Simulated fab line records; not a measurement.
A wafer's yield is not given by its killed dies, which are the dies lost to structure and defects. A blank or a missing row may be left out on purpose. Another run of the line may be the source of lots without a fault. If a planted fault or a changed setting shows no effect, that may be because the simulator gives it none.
What tool caused it?	flow sky130	14 lots, 42 wafers sampled, at 7 steps of a route of 708

## WHAT EACH GAUGE READ, for each wafer
SKY_NWELL_TW_MEAS_15.
lot	measured	on	NWELL_TW
L550	day 4 21:32	film_metro-04	1798 1816 1809
L551	day 5 04:35	film_metro-01	1821 1816 1820
L554	day 5 20:54	film_metro-02	1808 1796 1798
L555	day 6 02:29	film_metro-04	1801 1806 1794
L556	day 6 06:04	film_metro-01	1821 1825 1835
L557	day 6 11:29	film_metro-02	1816 1808 1814
L560	day 7 05:33	film_metro-01	1810 1816 1822
L561	day 7 13:50	film_metro-04	1806 1804 1799
L566	day 8 20:57	film_metro-01	1809 1802 1802
L568	day 9 04:17	film_metro-01	1794 1793 1792
L569	day 9 08:32	film_metro-01	1801 1804 1806
L570	day 9 16:04	film_metro-02	1800 1808 1799
L571	day 10 02:34	film_metro-01	1797 1798 1807
L572	day 10 04:12	film_metro-01	1813 1815 1814

SKY_VT_ADJUST_HVTP_CD_MEAS_07: the cd target is 380 nm.
lot	measured	on	cd_nm (nm)
L550	day 6 10:19	cd_sem-01	377.1 377.3 378.0
L551	day 6 18:14	cd_sem-01	383.4 384.9 382.8
L554	day 7 11:22	cd_sem-02	379.9 379.7 379.6
L555	day 7 18:17	cd_sem-01	378.9 379.8 378.7
L556	day 7 22:06	cd_sem-01	379.0 376.9 378.3
L557	day 8 04:15	cd_sem-01	388.1 387.6 388.4
L560	day 8 21:46	cd_sem-01	- - -
L561	day 9 06:11	cd_sem-02	- - -
L566	day 10 15:47	cd_sem-02	375.6 377.6 375.8
L568	day 11 00:17	cd_sem-02	379.5 379.3 381.6
L569	day 11 05:19	cd_sem-02	382.6 380.5 381.4
L570	day 11 14:20	cd_sem-02	379.5 383.5 382.9
L571	day 12 00:20	cd_sem-02	379.3 377.0 375.8
L572	day 12 03:21	cd_sem-02	381.5 380.2 378.9

SKY_VT_ADJUST_LVTN_TW_MEAS_10.
lot	measured	on	VT_ADJUST_LVTN_TW
L550	day 7 06:29	film_metro-03	238.2 240.6 241.0
L551	day 7 14:27	film_metro-02	240.6 241.6 241.3
L554	day 8 08:09	film_metro-02	239.6 239.4 238.9
L555	day 8 15:05	film_metro-02	239.2 239.0 239.5
L556	day 8 18:35	film_metro-03	242.0 242.3 240.3
L557	day 9 00:28	film_metro-01	238.1 238.1 238.2
L560	day 9 19:07	film_metro-01	1340.7 1346.9 1339.9
L561	day 10 04:16	film_metro-02	1354.0 1356.7 1361.7
L566	day 11 15:51	film_metro-02	241.1 242.0 241.5
L568	day 12 00:53	film_metro-01	238.4 237.9 238.8
L569	day 12 06:01	film_metro-02	239.2 239.1 239.2
L570	day 12 15:52	film_metro-01	238.4 238.2 239.0
L571	day 13 01:26	film_metro-03	240.6 241.0 240.0
L572	day 13 05:11	film_metro-03	240.9 239.4 241.2

SKY_VT_ADJUST_LVTN_TW_MEAS_21.
lot	measured	on	VT_ADJUST_LVTN_2_TW
L550	day 8 02:25	film_metro-02	187.6 187.5 186.9
L551	day 8 09:57	film_metro-01	186.2 187.3 186.7
L554	day 9 04:19	film_metro-02	186.5 185.7 185.7
L555	day 9 12:08	film_metro-03	187.9 187.4 187.7
L556	day 9 15:47	film_metro-03	188.2 188.1 186.5
L557	day 9 22:05	film_metro-03	188.5 188.3 187.6
L560	day 10 16:39	film_metro-01	1343.2 1348.8 1340.5
L561	day 11 03:10	film_metro-01	1347.6 1341.8 1341.2
L566	day 12 16:46	film_metro-01	186.5 185.9 185.8
L568	day 13 01:44	film_metro-01	188.0 186.6 187.7
L569	day 13 06:25	film_metro-03	187.6 188.7 188.5
L570	day 13 17:34	film_metro-02	188.2 187.9 187.2
L571	day 14 02:26	film_metro-01	188.4 188.8 187.9
L572	day 14 07:04	film_metro-03	188.2 187.3 188.2

SKY_POLY_CUT_OVL_MEAS_09.
lot	measured	on	POLY_CUT_OVL (nm)
L550	day 24 13:17	overlay-02	-5 0 -2
L551	day 25 02:34	overlay-01	-6 1 -7
L554	day 25 23:29	overlay-01	-7 -1 1
L555	day 26 07:31	overlay-02	2 5 1
L556	day 26 17:36	overlay-01	4 3 1
L557	day 27 00:15	overlay-02	-2 -1 -8
L560	day 28 04:44	overlay-01	4 5 -2
L561	day 28 14:02	overlay-01	-4 -5 5
L566	day 30 08:49	overlay-02	4 4 4
L568	day 30 18:57	overlay-02	-4 -2 -1
L569	day 31 03:58	overlay-02	6 1 3
L570	day 31 09:20	overlay-02	-2 6 5
L571	day 31 17:14	overlay-01	-8 -10 -6
L572	day 32 14:07	overlay-01	-6 -4 -3

## EACH LOT AND THE TOOL THAT RAN IT (in order: tool; ch and the chambers of the sampled wafers; start)
lot	SKY_FIELD_ISO_ETCH_15	SKY_VT_ADJUST_HVTP_COAT_02
L550	rie_diel-01 ch 0,1, day 2 10:35	litho_track-01 ch 0, day 6 01:08
L551	rie_diel-02 ch 0,2,3, day 2 16:38	litho_track-03 ch 0, day 6 08:37
L554	rie_diel-03 ch 0,2,3, day 3 06:56	litho_track-03 ch 0, day 7 01:31
L555	rie_diel-02 ch 0,3, day 3 13:23	litho_track-03 ch 0, day 7 08:32
L556	rie_diel-03 ch 1,2, day 3 19:23	litho_track-04 ch 0, day 7 12:00
L557	rie_diel-03 ch 0,1,2, day 3 22:14	litho_track-01 ch 0, day 7 17:28
L560	rie_diel-03 ch 2,3, day 4 14:32	litho_track-03, day 8 11:22
L561	rie_diel-03 ch 1,3, day 4 20:31	litho_track-01, day 8 20:22
L566	rie_diel-03 ch 0,1,2, day 5 21:38	litho_track-03 ch 0, day 10 04:43
L568	rie_diel-02 ch 0,1,3, day 6 06:37	litho_track-03 ch 0, day 10 12:38
L569	rie_diel-03 ch 0,1,2, day 6 13:16	litho_track-04 ch 0, day 10 17:19
L570	rie_diel-03 ch 0,3, day 6 19:23	litho_track-01 ch 0, day 11 02:02
L571	rie_diel-02 ch 0,3, day 7 02:16	litho_track-04 ch 0, day 11 12:06
L572	rie_diel-03 ch 1,2,3, day 7 03:49	litho_track-03 ch 0, day 11 14:37
- SKY_FIELD_ISO_ETCH_15: etches the open film in CHF3/O2, stops on Si, target depth 180 nm, time 72 s.
- SKY_VT_ADJUST_HVTP_COAT_02: resist thk 1140 nm.

## WHAT THE TOOLS THEMSELVES READ (means of the sampled wafers that have a number; where no wafer has one, the mark that the record gives instead)
SKY_FIELD_ISO_ETCH_15.
lot	tool	chf3_flow_sccm (sccm)	drypump_motor_current_A (A)	oes_product_au (a.u.)	throttle_valve_pct (%)
L550	rie_diel-01	49.98	5.7	0.943	8.843
L551	rie_diel-02	50.08	5.3	0.936	8.850
L554	rie_diel-03	50.17	5.8	0.937	8.843
L555	rie_diel-02	49.89	5.6	0.951	8.844
L556	rie_diel-03	49.87	5.2	0.936	8.847
L557	rie_diel-03	50.12	5.3	0.946	8.837
L560	rie_diel-03	50.02	5.6	0.950	8.848
L561	rie_diel-03	50.10	6.2	0.942	8.840
L566	rie_diel-03	50.07	5.3	0.941	8.845
L568	rie_diel-02	50.09	5.3	0.939	8.844
L569	rie_diel-03	49.96	5.3	0.945	8.854
L570	rie_diel-03	49.96	6.0	0.943	8.847
L571	rie_diel-02	49.89	5.3	0.945	8.841
L572	rie_diel-03	49.99	5.6	0.946	8.847

SKY_VT_ADJUST_HVTP_COAT_02.
lot	tool	chill_plate_temp_C (C)	dispense_pressure_kPa (kPa)	resist_line_temp_C (C)	spin_speed_rpm (rpm)
L550	litho_track-01	22.80	51.8	23.08	2999.0
L551	litho_track-03	23.18	50.6	23.06	2997.1
L554	litho_track-03	23.00	50.7	22.92	2998.5
L555	litho_track-03	22.90	50.7	22.99	2999.7
L556	litho_track-04	22.93	48.9	22.96	2998.1
L557	litho_track-01	22.94	51.8	23.06	2998.6
L560	litho_track-03	-	-	-	-
L561	litho_track-01	-	-	-	-
L566	litho_track-03	23.09	50.7	22.96	3000.4
L568	litho_track-03	22.84	50.7	22.99	2997.1
L569	litho_track-04	23.03	48.9	23.09	2999.7
L570	litho_track-01	22.98	51.8	22.90	3002.9
L571	litho_track-04	23.01	48.9	22.96	2998.2
L572	litho_track-03	22.97	50.7	22.93	2999.8

## THE ANSWER, worked out from the rows above alone
Rule: usual is defined by the lots themselves. Put in order of their means at a reading, lots are off if they are a third of the lots or fewer, leave a main group of 4 or more, and stand apart from it by a gap of 3 or more times the standard deviation of the main group's means; of several such gaps the widest counts. If all means in a main group match to the digits the tables above print for the reading, that group is not used. A lot without any number at a reading at which 4 lots or more have one is off too. The other lots that the step has rows for count as sound. Order of review: gauges by route order, followed by the tools' own readings, for which a lot's mean as printed above is used. At the first step where some lot is off, the reading lying furthest off is the one used; lots without a number count as furthest.
Off: L560, L561 (SKY_VT_ADJUST_HVTP_CD_MEAS_07, cd_nm). Without a number there: L560, L561. The main group: mean 380.3 nm, standard deviation 3.1.
A tool fits if, at a process step before that reading, it ran every lot that is off, and no sound lot after the first of them. Not tried: the gauges at SKY_VT_ADJUST_HVTP_CD_MEAS_07; whatever is off there is also off at SKY_VT_ADJUST_LVTN_TW_MEAS_10, on other tools, and gauge error can't account for it. Not one of the candidates tried fits.

## WHAT THE SIMULATOR HAD INSERTED
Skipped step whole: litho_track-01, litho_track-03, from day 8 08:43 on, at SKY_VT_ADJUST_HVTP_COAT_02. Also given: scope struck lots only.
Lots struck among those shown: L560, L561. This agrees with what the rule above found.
